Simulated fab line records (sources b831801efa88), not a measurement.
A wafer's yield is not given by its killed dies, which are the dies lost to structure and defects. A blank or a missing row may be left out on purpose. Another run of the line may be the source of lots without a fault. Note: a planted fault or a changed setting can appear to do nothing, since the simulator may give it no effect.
A lot that was struck, set against a sound lot :: flow sfqLine :: 15 steps out of a route of 325
Sound: wafers L949.1, L949.4, L949.6. Struck: wafer L957.3 (left out: L957.4, a lot-mate that was not struck); the cause follows at the end.
Order at every step that has rows: each side's tool, ch and its chambers, its first start. Under that, the readings that differ: sound wafers :: struck wafers :: difference of the means :: sigmas: that difference in standard deviations of wafers without a fault.
alike: words and numbers the same on both sides, and readings whose means are apart by under 2 such deviations; not compared: readings that were withheld, readings missing a value for some wafer, numbers with overlapping values and no deviation given by the record, and bounds like >300 which may hide the same value.
A row with sigmas, a row that says differs or no value, or rows on one side alone: a step with any of these is where the two part. When numbers do not overlap yet have no deviation, they are printed without sigmas and do not part them. Lack of a reading on every wafer of one side parts them only where that side has two or more wafers.

first, 1 step without rows for these wafers: SFQ_TRILAYER_M6_STRIP_SOLV_CLEAN_164 (cleans in NMP, time 600 s).
SFQ_TRILAYER_I6_DEP_PECVD_165: deposits SiO2 from SiH4/N2O, time 111.11 s, target thk 500 nm.
  sound on pecvd-03 ch 0,2, day 60 23:20; struck on pecvd-03 ch 0, day 63 02:44
  alike: heaterPowerW, throttleValvePct
SFQ_TRILAYER_I6_CMP_CMP_166: polishes SiO2.
  sound on cmp-02 ch 0,1,3, day 61 03:09; struck on cmp-02 ch 1, day 63 03:27
  alike: headPressurePsi, motorCurrentA, timeToEndpointS
SFQ_I6_BOW_MEAS_941:
  sound: filmMetro-03 at day 61 05:39; struck: filmMetro-01 at day 63 06:29
  alike: I6_BOW
SFQ_TRILAYER_I6_METRO_MEASURE_167:
  sound: filmMetro-03 at day 61 05:46; struck: filmMetro-01 at day 63 06:58
  alike: thkNm
then, 6 steps without rows for these wafers: SFQ_TRILAYER_I6_VIA_LITHO_COAT_174 (resist thk 62 nm); SFQ_TRILAYER_I6_VIA_LITHO_COAT_169 (resist thk 650 nm); SFQ_TRILAYER_I6_VIA_LITHO_SOFTBAKE_173; SFQ_TRILAYER_I6_VIA_LITHO_EXPOSE_170 (exposes mask I6, target cd 700 nm); SFQ_TRILAYER_I6_VIA_LITHO_PEB_172 (peb time 60 s); SFQ_TRILAYER_I6_VIA_LITHO_DEVELOP_171 (time 60 s).
-- the record jumps here: 4 days lie between the struck wafers' starts before and after --
SFQ_I6_OVL_MEAS_942:
  sound: overlay-02 at day 65 15:08; struck: overlay-01 at day 67 17:05
reading: I6_OVL (nm)
sound: -3 3 2
struck: -14
difference: -15
sigmas: -2
SFQ_TRILAYER_I6_VIA_BARC_OPEN_VIA_ETCH_235: etches BARC in O2, target depth 125 nm, time 41.7 s.
  sound on rieDiel-04 ch 0,1,2, day 65 15:10; struck on rieDiel-04 ch 1, day 67 17:07
reading: oesProductAu (a.u.)
sound: 0.687 0.686 0.681
struck: 0.584
difference: -0.101
sigmas: -22

reading: runLengthS (s)
sound: 70.4 69.0 69.5
struck: 88.6
difference: +19.0
sigmas: +33

reading: model.KrF_of_TRILAYER_I6_VIA_LITHO_COAT_169.thkNm (nm)
sound: 570.2 571.4 568.9
struck: 552
difference: -18
sigmas: 
  alike: drypumpMotorCurrentA
  not compared: rfHoursCounterH
SFQ_TRILAYER_I6_VIA_ETCH_VIA_ETCH_172: etches SiO2 in CHF3, stops on Nb, target depth 260 nm.
  sound on rieDiel-04 ch 0,1,2, day 65 15:12; struck on rieDiel-04 ch 1, day 67 17:09
reading: model.KrF_of_TRILAYER_I6_VIA_LITHO_COAT_169.thkNm (nm)
sound: 525.6 525.9 522.5
struck: 506.4
difference: -18.3
sigmas: 
  alike: drypumpMotorCurrentA, oesProductAu
SFQ_TRILAYER_I6_VIA_STRIP_STRIP_173: strips in O2.
  sound on rieMetal-02 ch 0,1, day 65 15:19; struck on rieMetal-02 ch 1, day 67 17:28
  alike: drypumpMotorCurrentA, oesProductAu, platenTempC
  not compared: rfHoursCounterH

## WHERE THEY PART
First at SFQ_I6_OVL_MEAS_942; last, within this record, at SFQ_TRILAYER_I6_VIA_BARC_OPEN_VIA_ETCH_235. Later steps at which nothing parts them and some readings are alike: SFQ_TRILAYER_I6_VIA_ETCH_VIA_ETCH_172, SFQ_TRILAYER_I6_VIA_STRIP_STRIP_173.

WHY: what the simulator had put in
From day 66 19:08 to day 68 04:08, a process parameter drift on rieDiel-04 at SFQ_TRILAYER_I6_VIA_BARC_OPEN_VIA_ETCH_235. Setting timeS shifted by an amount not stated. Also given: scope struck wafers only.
